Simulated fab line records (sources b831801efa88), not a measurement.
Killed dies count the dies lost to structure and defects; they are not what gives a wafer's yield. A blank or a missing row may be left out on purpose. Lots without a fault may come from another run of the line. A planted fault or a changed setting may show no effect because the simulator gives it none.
Chamber matching ; flow sky130 ; cmp-01 running SKY_VIA1_CMP_02: 4 sister chambers
The step polishes SiO2. 4 wafers are shown with their chamber, then 12 later ones without.

== WAFERS, EACH WITH ITS CHAMBER ==
wafer;chamber;motor current A (A)
L084.4;1;12.8
L086.2;3;12.1
L086.4;2;12.0
L086.5;0;12.6

== WAFERS WITHOUT THEIR CHAMBER ==
wafer;motor current A (A)
L087.1;12.4
L087.3;13.1
L087.5;11.9
L089.1;12.7
L089.4;12.3
L089.5;11.9
L092.4;12.2
L092.5;12.0
L092.6;11.5
L096.2;11.5
L096.3;12.4
L096.4;12.2

== WHICH CHAMBER EACH ONE RAN IN ==
wafer;from the rows above;in truth
L087.1;can't be placed: 0 or 3 or 1 or 2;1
L087.3;can't be placed: 1 or 0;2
L087.5;can't be placed: 2 or 3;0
L089.1;can't be placed: 0 or 1 or 3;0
L089.4;can't be placed: 3 or 0 or 2 or 1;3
L089.5;can't be placed: 2 or 3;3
L092.4;can't be placed: 3 or 2 or 0 or 1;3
L092.5;can't be placed: 2 or 3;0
L092.6;can't be placed: 2 or 3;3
L096.2;can't be placed: 2 or 3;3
L096.3;can't be placed: 0 or 3 or 1 or 2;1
L096.4;can't be placed: 3 or 2 or 0 or 1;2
Correctly placed: 0 of 12. Can't be placed from these rows: 12 (the true chamber is among the candidates in 9). Placed wrongly: 0.
How it was worked out, from the rows above alone: a wafer's distance from a chamber is the root of the sum, over the readings, of the square of ((its reading less the chamber's mean) divided by the reading's scatter). If the next closest chamber is less than 2 further off than the closest, the wafer can't be placed; otherwise it belongs to the closest. The mean given for a chamber averages the wafers shown for that chamber. The scatter: root of mean squared gap, hidden wafer to nearest shown wafer, with one shown wafer a chamber.
